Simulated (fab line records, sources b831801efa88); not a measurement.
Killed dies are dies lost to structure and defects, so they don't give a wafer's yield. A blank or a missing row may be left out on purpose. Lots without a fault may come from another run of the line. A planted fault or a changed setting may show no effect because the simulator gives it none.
Chamber matching | flow sky130 | SKY_VIA4_CMP_02 on cmp-01: 4 sister chambers
The step polishes SiO2. 8 wafers are shown with their chamber, then 12 later ones without.

WAFERS WITH THEIR CHAMBER
wafer  | chamber | motor_current_A (A) | head_pressure_psi (psi)
L082.1 | 3       | 13.8                | 4.009
L082.6 | 0       | 12.0                | 4.000
L085.1 | 3       | 14.9                | 4.007
L085.4 | 2       | 12.5                | 3.999
L085.5 | 0       | 11.7                | 4.005
L089.1 | 2       | 12.5                | 3.988
L089.3 | 1       | 10.0                | 3.999
L089.6 | 1       | 10.0                | 4.018

WAFERS WITHOUT THEIR CHAMBER
wafer  | motor_current_A (A) | head_pressure_psi (psi)
L092.2 | 13.6                | 3.996
L092.3 | 12.8                | 4.008
L092.4 | 10.2                | 3.993
L095.1 | 14.0                | 3.989
L095.5 | 12.1                | 3.990
L095.6 | 13.9                | 3.990
L096.1 | 14.1                | 4.009
L096.2 | 9.8                 | 4.006
L096.4 | 12.2                | 3.997
L097.3 | 12.8                | 4.033
L097.4 | 14.4                | 4.004
L097.5 | 9.7                 | 3.995

WHICH CHAMBER EACH WENT THROUGH
wafer  | from the rows above          | in truth
L092.2 | can't be placed: 3 or 2      | 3
L092.3 | can't be placed: 2 or 0 or 3 | 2
L092.4 | 1                            | 1
L095.1 | can't be placed: 3 or 2      | 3
L095.5 | can't be placed: 2 or 0      | 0
L095.6 | can't be placed: 3 or 2      | 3
L096.1 | 3                            | 3
L096.2 | 1                            | 1
L096.4 | can't be placed: 2 or 0      | 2
L097.3 | can't be placed: 0 or 3 or 2 | 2
L097.4 | 3                            | 3
L097.5 | 1                            | 1
Placed correctly: 5 of 12. Can't be placed from these rows: 7 (the true chamber is among the candidates in 7). Placed wrongly: 0.
How it was worked out, from the rows above alone: a wafer's distance from a chamber is the root of the sum, over the readings, of the square of ((its reading less the chamber's mean) divided by the reading's scatter). The wafer belongs to the nearest chamber; if the next one is less than 2 further off, it can't be placed. A chamber's mean is the mean of its shown wafers. The scatter: the root of (the sum of the squares of (reading less its chamber's mean) over the shown wafers, divided by (wafers less chambers)).
